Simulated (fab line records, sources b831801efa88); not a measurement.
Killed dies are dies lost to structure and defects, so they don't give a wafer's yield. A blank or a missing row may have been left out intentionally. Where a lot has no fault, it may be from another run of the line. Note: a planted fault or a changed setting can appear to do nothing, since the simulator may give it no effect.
fab line records | flow gf180mcu
record lots=6 wafers=18 last-day=34
route steps=602 shown MIM@507
lots with no fault: from the same line, run without faults
start-h: the number of hours between the record's first day and the start of the first shown wafer of the lot | wait-h: time in hours since the lot's previous step | " same as the row above | L1.1+2: several wafers, shown together as one row | - no value, or no start was given | * or withheld: withheld | < > ~ a bound
route shown NAME@n: names a module that has steps shown in the file, with the first one's number in the route | usual: mean and standard deviation over wafers with no fault | same: alike in all rows | chamber/n: place in a boat | sites: the reading at each site | _std_site: how widely they spread, as a standard deviation | _edge_site: inner sites' mean taken away from outer sites' mean | radius-mm: for every site, how far away it sits from the centre of the wafer | mask NAME#n: copy n | behind: the most recent tool/chamber to have shaped the wafer | hold: why the lot was held/for how many hours/how that ended | device: which transistor (n, p or np) failed to switch | end of line: tests of these same wafers at the route's end | step lacking rows: just its recipe | killed: the dies lost at the first sort to structure and to defects; this is not the yield of the wafer | map: shows each die of a wafer: x if killed, . if not, _ if none is there
set.NAME: the run value of the setting; set.NAME@STEP: its run value at that earlier step | model.NAME: the simulator's own value behind a step, which no gauge read
certain route steps with their lots: each step a table, each wafer a row
services: the hour from which a tool's chamber was out of use, counted from the record's first day as start-h (under 0 if before that day), plus the number of hours and why
## steps
# step GF_MIM_SPUTTER_04
# recipe material=TiN target-thk-nm=50 power-w=6500 time-s=41.7 chamber-pressure-pa=0.4
# usual throttle-valve-pct=30.1/0.74
# columns lot.wafer tool chamber start-h wait-h throttle-valve-pct
L541.1 pvd-sputter-02 - 559.41 0.0 30.8
L541.4 " - " " 30.0
L541.5 " - " " 31.2
L549.2 pvd-sputter-03 - 631.95 0.0 30.7
L549.4 " - " " 29.5
L549.6 " - " " 30.7
L550.3 pvd-sputter-02 - 642.98 0.0 31.0
L550.5 " - " " 30.9
L550.6 " - " " 31.3
L559.1 pvd-sputter-04 - 701.28 0.0 29.8
L559.2 " - " " 29.9
L559.6 " - " " 29.5
L560.1 pvd-sputter-04 - 706.22 0.0 29.9
L560.2 " - " " 29.6
L560.6 " - " " 29.4
L564.1 pvd-sputter-03 - 729.60 0.0 29.4
L564.4 " - " " 30.3
L564.6 " - " " 29.6
# step GF_MIM_CVD_05
# recipe material=Si3N4 target-thk-nm=42 temp-max-c=400 temp-c=385 time-s=29.086 rf-w=450
# usual heater-power-w=674/72
# columns lot.wafer tool chamber start-h wait-h heater-power-w
L541.1 pecvd-03 2 559.45 0.0 655
L541.4 " 0 " " 554
L541.5 " 1 " " 653
L549.2 pecvd-02 1 631.99 0.0 645
L549.4 " 0 " " 713
L549.6 " 1 " " 653
L550.3 pecvd-03 1 643.02 0.0 585
L550.5 " 0 " " 555
L550.6 " 1 " " 580
L559.1 pecvd-03 1 701.32 0.0 558
L559.2 " 2 " " 588
L559.6 " 0 " " 558
L560.1 pecvd-04 1 706.26 0.0 726
L560.2 " 2 " " 882
L560.6 " 2 " " 875
L564.1 pecvd-02 1 729.64 0.0 653
L564.4 " 1 " " 642
L564.6 " 2 " " 652
# step GF_MIM_THK_MEAS_06
# recipe reads=Si3N4_of_MIM_CVD_05
# usual MIM_CVD_05_THK=42.3/0.58
# columns lot.wafer tool chamber start-h wait-h MIM_CVD_05_THK[nm]
L541.1 film-metro-01 - 559.48 0.0 42.5
L541.4 " - " " 42.9
L541.5 " - " " 42.9
L549.2 film-metro-01 - 632.03 0.0 42.1
L549.4 " - " " 43.2
L549.6 " - " " 43.2
L550.3 film-metro-04 - 643.07 0.0 42.5
L550.5 " - " " 43.2
L550.6 " - " " 43.6
L559.1 film-metro-03 - 701.36 0.0 41.8
L559.2 " - " " 41.4
L559.6 " - " " 42.9
L560.1 film-metro-04 - 706.29 0.0 42.9
L560.2 " - " " 41.3
L560.6 " - " " 42.2
L564.1 film-metro-04 - 729.67 0.0 42.0
L564.4 " - " " 42.7
L564.6 " - " " 42.3
# step GF_MIM_SPUTTER_07
# recipe material=TiN target-thk-nm=60 power-w=6500 time-s=50 chamber-pressure-pa=0.4
# usual throttle-valve-pct=30.0/0.88
# columns lot.wafer tool chamber start-h wait-h throttle-valve-pct
L541.1 pvd-sputter-03 - 559.54 0.1 29.3
L541.4 " - " " 29.3
L541.5 " - " " 30.7
L549.2 pvd-sputter-04 - 632.08 0.0 29.7
L549.4 " - " " 29.9
L549.6 " - " " 30.8
L550.3 pvd-sputter-03 - 643.11 0.0 29.3
L550.5 " - " " 29.4
L550.6 " - " " 30.1
L559.1 pvd-sputter-02 - 701.42 0.1 31.1
L559.2 " - " " 31.1
L559.6 " - " " 28.3
L560.1 pvd-sputter-03 - 706.35 0.1 31.0
L560.2 " - " " 29.3
L560.6 " - " " 29.5
L564.1 pvd-sputter-02 - 729.73 0.1 30.1
L564.4 " - " " 31.1
L564.6 " - " " 28.2
# step GF_MIM_SPUTTER_08
# recipe material=AlCu target-thk-nm=200 power-w=10600 time-s=10.6 chamber-pressure-pa=0.4
# usual throttle-valve-pct=30.0/0.84
# columns lot.wafer tool chamber start-h wait-h throttle-valve-pct
L541.1 pvd-sputter-03 - 559.58 0.0 29.7
L541.4 " - " " 29.4
L541.5 " - " " 30.7
L549.2 pvd-sputter-04 - 632.12 0.0 29.8
L549.4 " - " " 29.7
L549.6 " - " " 30.7
L550.3 pvd-sputter-03 - 643.16 0.0 29.5
L550.5 " - " " 29.6
L550.6 " - " " 30.5
L559.1 pvd-sputter-02 - 701.46 0.0 31.1
L559.2 " - " " 30.8
L559.6 " - " " 28.5
L560.1 pvd-sputter-03 - 706.39 0.0 30.7
L560.2 " - " " 29.8
L560.6 " - " " 29.6
L564.1 pvd-sputter-02 - 729.78 0.0 30.3
L564.4 " - " " 31.0
L564.6 " - " " 28.2
# step GF_MIM_SPUTTER_09
# recipe material=TiN target-thk-nm=35 power-w=6500 time-s=29.2 chamber-pressure-pa=0.4
# step GF_MIM_RS_MEAS_10
# recipe thk-meas-gauge=four-point-probe reads=TiN_of_MIM_SPUTTER_09+AlCu_of_MIM_SPUTTER_08+TiN_of_MIM_SPUTTER_07
# usual MIM_ALCU_RS=0.1611/0.0021
# columns lot.wafer tool chamber start-h wait-h MIM_ALCU_RS[ohm/sq]
L541.1 film-metro-04 - 559.64 0.0 0.1680
L541.4 " - " " 0.1662
L541.5 " - " " 0.1637
L549.2 film-metro-04 - 632.20 0.0 0.1626
L549.4 " - " " 0.1606
L549.6 " - " " 0.1611
L550.3 film-metro-01 - 643.25 0.1 0.1627
L550.5 " - " " 0.1624
L550.6 " - " " 0.1600
L559.1 film-metro-01 - 701.52 0.0 0.1629
L559.2 " - " " 0.1610
L559.6 " - " " 0.1607
L560.1 film-metro-03 - 706.47 0.0 0.1608
L560.2 " - " " 0.1611
L560.6 " - " " 0.1612
L564.1 film-metro-03 - 729.83 0.0 0.1617
L564.4 " - " " 0.1621
L564.6 " - " " 0.1609
# step GF_MIM_THK_MEAS_11
# recipe thk-meas-gauge=xrf reads=AlCu_of_MIM_SPUTTER_08
# usual MIM_ALCU_THK=199.0/2.6
# columns lot.wafer tool chamber start-h wait-h MIM_ALCU_THK[nm]
L541.1 film-metro-04 - 559.76 0.1 192.0
L541.4 " - " " 193.3
L541.5 " - " " 196.3
L549.2 film-metro-04 - 632.31 0.1 198.8
L549.4 " - " " 198.9
L549.6 " - " " 199.7
L550.3 film-metro-01 - 643.35 0.1 198.1
L550.5 " - " " 198.7
L550.6 " - " " 200.5
L559.1 film-metro-01 - 701.64 0.1 196.3
L559.2 " - " " 199.1
L559.6 " - " " 198.6
L560.1 film-metro-03 - 706.59 0.1 198.3
L560.2 " - " " 197.1
L560.6 " - " " 197.1
L564.1 film-metro-03 - 729.95 0.1 198.6
L564.4 " - " " 197.6
L564.6 " - " " 199.3
# step GF_MIM_DEHYDRATE_12
# recipe temp-c=200 time-s=60
# step GF_MIM_HMDS_13
# recipe prime-time-s=60 prime-temp-c=120
# step GF_MIM_COAT_14
# recipe resist=NOVOLAK spin-rpm=3000 resist-thk-nm=1000
# step GF_MIM_SOFTBAKE_15
# recipe temp-c=90 time-s=60 resist=NOVOLAK
# step GF_MIM_EXPOSE_16
# recipe mask-id=FuseTop target-cd-nm=2000 na=0.6 source-shape=conventional sigma-outer=0.6 dose-mj=140
# usual exposure-dose-mJ-cm2=139.99/0.13 focus-offset-nm=0.0/0.49 reticle-temp-C=23.01/0.12
# columns lot.wafer tool chamber start-h wait-h mask exposure-dose-mJ-cm2 focus-offset-nm reticle-temp-C
L541.1 iline-stepper-01 0 571.02 - FuseTop#0 139.99 -0.3 22.95
L541.4 " 0 " " FuseTop#0 139.79 -0.5 22.84
L541.5 " 0 " " FuseTop#0 139.85 0.5 22.86
L549.2 iline-stepper-01 - 642.53 - FuseTop#0 - - -
L549.4 " - " " FuseTop#0 - - -
L549.6 " - " " FuseTop#0 - - -
L550.3 iline-stepper-02 - 653.15 - FuseTop#0 - - -
L550.5 " - " " FuseTop#0 - - -
L550.6 " - " " FuseTop#0 - - -
L559.1 iline-stepper-02 0 710.90 - FuseTop#0 139.98 0.7 23.18
L559.2 " 0 " " FuseTop#0 139.90 0.3 23.24
L559.6 " 0 " " FuseTop#0 140.03 0.1 23.19
L560.1 iline-stepper-02 0 715.15 - FuseTop#0 139.99 0.2 22.85
L560.2 " 0 " " FuseTop#0 139.90 0.5 22.94
L560.6 " 0 " " FuseTop#0 139.81 -0.9 23.05
L564.1 iline-stepper-02 0 738.56 - FuseTop#0 139.84 -0.3 23.12
L564.4 " 0 " " FuseTop#0 139.91 0.5 23.03
L564.6 " 0 " " FuseTop#0 139.91 -0.1 23.06
# step GF_MIM_PEB_17
# recipe temp-c=withheld time-s=* resist=NOVOLAK
# step GF_MIM_DEVELOP_18
# recipe develop-time-s=60 dev-temp-c=23
# step GF_MIM_METAL_ETCH_19
# recipe chemistry=Cl2/BCl3 mask-material=NOVOLAK stop-on=Si3N4 target-depth-nm=324.5 pressure-mtorr=8 icp-w=800 bias-w=140 Cl2_flow_sccm=80 bcl3-flow-sccm=40 time-s=54.1
# usual chamber-pressure-mTorr=8.000/0.0091 drypump-motor-current-A=5.6/0.48 he-backside-leak-sccm=3.30/0.28 mfc-cl2-sccm=80.00/0.24 oes-product-au=0.939/0.0073 throttle-valve-pct=28.287/0.011
# columns lot.wafer tool chamber start-h wait-h chamber-pressure-mTorr drypump-motor-current-A he-backside-leak-sccm mfc-cl2-sccm oes-product-au rf-hours-counter-h throttle-valve-pct model.MIM.cd-nm
L541.1 rie-metal-03 1 581.83 0.1 8.009 4.8 3.19 80.20 0.924 9 28.305 2005
L541.4 " 1 " " 7.998 4.8 3.10 80.05 0.914 - 28.293 2006
L541.5 " 1 " " 8.005 4.8 3.09 80.43 0.930 - 28.307 2006
L549.2 rie-metal-03 1 651.63 0.1 8.003 4.8 3.02 80.05 0.935 11 28.296 4.339
L549.4 " 0 " " 7.993 6.2 3.23 80.13 0.943 - 28.278 2.67
L549.6 " 0 " " 7.993 6.2 3.32 79.83 0.940 - 28.277 2.342
L550.3 rie-metal-01 1 663.20 0.1 8.008 5.4 3.46 80.02 0.937 - 28.293 2.438
L550.5 " 1 " " 7.997 5.4 3.48 80.14 0.936 - 28.285 2.581
L550.6 " 0 " " 7.989 5.7 3.76 80.06 0.946 - 28.299 -
L559.1 rie-metal-01 1 719.48 0.1 8.007 5.5 3.54 79.68 0.933 14 28.310 2003
L559.2 " 0 " " 7.993 5.7 3.72 79.98 0.945 6 28.289 2001
L559.6 " 1 " " 8.002 5.4 3.56 80.09 0.938 - 28.288 2001
L560.1 rie-metal-04 0 724.03 0.1 7.996 5.9 3.24 79.68 0.942 7 28.273 1998
L560.2 " 1 " " 7.997 6.0 3.18 79.98 0.932 9 28.269 2002
L560.6 " 0 " " 7.995 5.9 3.24 79.96 0.946 - 28.303 1996
L564.1 rie-metal-01 0 747.08 0.1 7.991 5.7 3.67 79.82 0.931 7 28.289 1997
L564.4 " 1 " " 7.993 5.4 3.77 79.90 0.936 - 28.313 2001
L564.6 " 1 " " 8.008 5.4 3.49 79.70 0.946 - 28.301 2003
# step GF_MIM_STRIP_20
# recipe chemistry=O2/N2 power-w=1400 pressure-mtorr=1500 platen-temp-c=250 o2-flow-sccm=3000 n2-flow-sccm=300 overash-fraction=0.5
# usual chamber-pressure-mTorr=1500.0/1.3 drypump-motor-current-A=5.76/0.22 heater-power-w=336/16 n2-flow-sccm=299.9/0.92 oes-product-au=0.693/0.0046 strip-time-to-endpoint-s=11.24/0.055
# columns lot.wafer tool chamber start-h wait-h chamber-pressure-mTorr drypump-motor-current-A heater-power-w n2-flow-sccm oes-product-au rf-hours-counter-h strip-time-to-endpoint-s
L541.1 plasma-asher-03 1 581.90 0.0 1498.6 5.89 325 298.8 0.695 84 11.23
L541.4 " 1 " " 1501.3 5.89 341 300.3 0.692 - 11.24
L541.5 " 1 " " 1500.0 5.88 333 300.2 0.695 - 11.21
L549.2 plasma-asher-04 1 651.70 0.0 1501.6 5.64 329 301.1 0.688 54 11.31
L549.4 " 1 " " 1499.0 5.65 326 299.0 0.694 - 11.29
L549.6 " 0 " " 1499.9 5.96 326 298.4 0.696 - 11.30
L550.3 plasma-asher-03 0 663.29 0.1 1501.0 5.88 373 300.0 0.694 - 11.30
L550.5 " 1 " " 1500.2 5.90 340 299.3 0.694 - 11.28
L550.6 " 0 " " 1501.6 5.89 375 297.1 0.704 - 11.32
L559.1 plasma-asher-03 0 719.55 0.0 1500.4 5.89 360 298.8 0.687 99 11.23
L559.2 " 1 " " 1500.2 5.92 334 299.5 0.688 99 11.24
L559.6 " 0 " " 1499.6 5.90 370 300.0 0.695 - 11.22
L560.1 plasma-asher-02 1 724.10 0.0 1499.2 5.26 319 301.4 0.693 30 11.18
L560.2 " 0 " " 1499.0 5.58 329 300.4 0.689 30 11.23
L560.6 " 1 " " 1499.9 5.22 312 301.3 0.693 - 11.20
L564.1 plasma-asher-04 1 747.15 0.0 1500.7 5.64 319 300.6 0.695 65 11.30
L564.4 " 1 " " 1500.7 5.63 325 300.4 0.690 - 11.28
L564.6 " 1 " " 1501.7 5.65 322 300.5 0.699 - 11.31
## services
# columns tool chamber start-h hours kind
pecvd-02 1 535.84 8.5 repair
pvd-sputter-04 - 538.64 5.5 repair
plasma-asher-02 - 544.21 14.6 pm
rie-metal-04 0 547.20 32.8 repair
iline-stepper-02 - 547.75 28.9 pm
plasma-asher-04 - 568.84 0.5 repair
plasma-asher-04 - 569.80 2.8 pm
iline-stepper-01 - 576.64 1.7 pm
plasma-asher-02 - 586.08 1.6 repair
pecvd-04 - 591.12 14.0 pm
iline-stepper-02 - 596.99 1.7 pm
iline-stepper-02 - 605.15 4.3 pm
pecvd-03 - 627.06 1.0 repair
iline-stepper-01 - 631.27 8.9 pm
rie-metal-03 1 645.29 3.8 repair
pecvd-02 0 645.50 1.7 repair
pecvd-02 - 657.00 0.9 repair
pvd-sputter-04 - 663.55 1.1 repair
iline-stepper-02 - 664.25 4.4 pm
plasma-asher-03 - 672.12 8.3 repair
iline-stepper-01 - 716.22 2.1 pm
plasma-asher-03 - 719.94 49.4 pm
pvd-sputter-04 - 740.39 3.6 repair
iline-stepper-01 - 740.55 4.4 pm
## key
first-sign step=GF_MIM_EXPOSE_16 reading=tool-record direction=missing
effect none on later readings
model-effect step=GF_MIM_METAL_ETCH_19 value=MIM.cd-nm without=2002 struck=2.874
met-at GF_MIM_EXPOSE_16
struck-wafers L549.2,L549.4,L549.6,L550.3,L550.5,L550.6
later-rows-left-out L549.2,L549.4,L549.6,L550.3,L550.5,L550.6
sort-left-out L549.2,L549.4,L549.6,L550.3,L550.5,L550.6
onset-between 571.02 642.53
fault kind=skipped-step-whole tool=iline-stepper-01,iline-stepper-02 chamber=- onset-h=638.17 steps=GF_MIM_EXPOSE_16 scope=struck-lots-only
# sort-left-out: the simulated sort isn't trusted on such a fault, so these wafers' sort isn't shown, and their yield isn't known
# later-rows-left-out: the simulator's readings of these wafers behind a module that went badly wrong aren't trusted and aren't shown, but for the sort
